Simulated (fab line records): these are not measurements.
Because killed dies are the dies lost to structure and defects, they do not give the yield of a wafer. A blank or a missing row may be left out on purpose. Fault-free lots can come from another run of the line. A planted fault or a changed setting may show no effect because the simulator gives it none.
Which tool is to blame? ; flow gf180mcu ; 18 wafers sampled from 6 lots at 1 step of a route of 602

## WHAT EACH GAUGE READ, for each wafer
GF_V2_THK_MEAS_01.
lot;measured;on;V2_CVD_00_THK (nm)
L698;day 19 21:54;film metro-04;600 601 597
L705;day 22 21:31;film metro-03;589 600 600
L712;day 25 00:17;film metro-04;608 598 597
L714;day 25 17:16;film metro-04;610 601 609
L716;day 26 04:37;film metro-03;594 591 602
L718;day 26 20:43;film metro-04;606 616 598

## WHAT TOOL EACH LOT RAN ON (gives the tool, then ch and the chambers of the sampled wafers, and finally the start)
There is no process step in the record ahead of these readings.

## THE ANSWER, worked out from the rows above alone
Rule: the lots themselves supply what counts as usual. Put in order of their means at a reading, lots are off if they are a third of the lots or fewer, leave a main group of 4 or more, and stand apart from it by a gap of 3 or more times the standard deviation of the main group's means; of several such gaps the widest counts. If all means in a main group match to the digits the tables above print for the reading, that group is not used. Also off: a lot with no number at a reading for which 4 or more lots have one. All remaining lots with rows at the step are treated as sound.
None of the lots is off at any reading shown; this tells nothing.

## WHAT THE SIMULATOR PUT IN
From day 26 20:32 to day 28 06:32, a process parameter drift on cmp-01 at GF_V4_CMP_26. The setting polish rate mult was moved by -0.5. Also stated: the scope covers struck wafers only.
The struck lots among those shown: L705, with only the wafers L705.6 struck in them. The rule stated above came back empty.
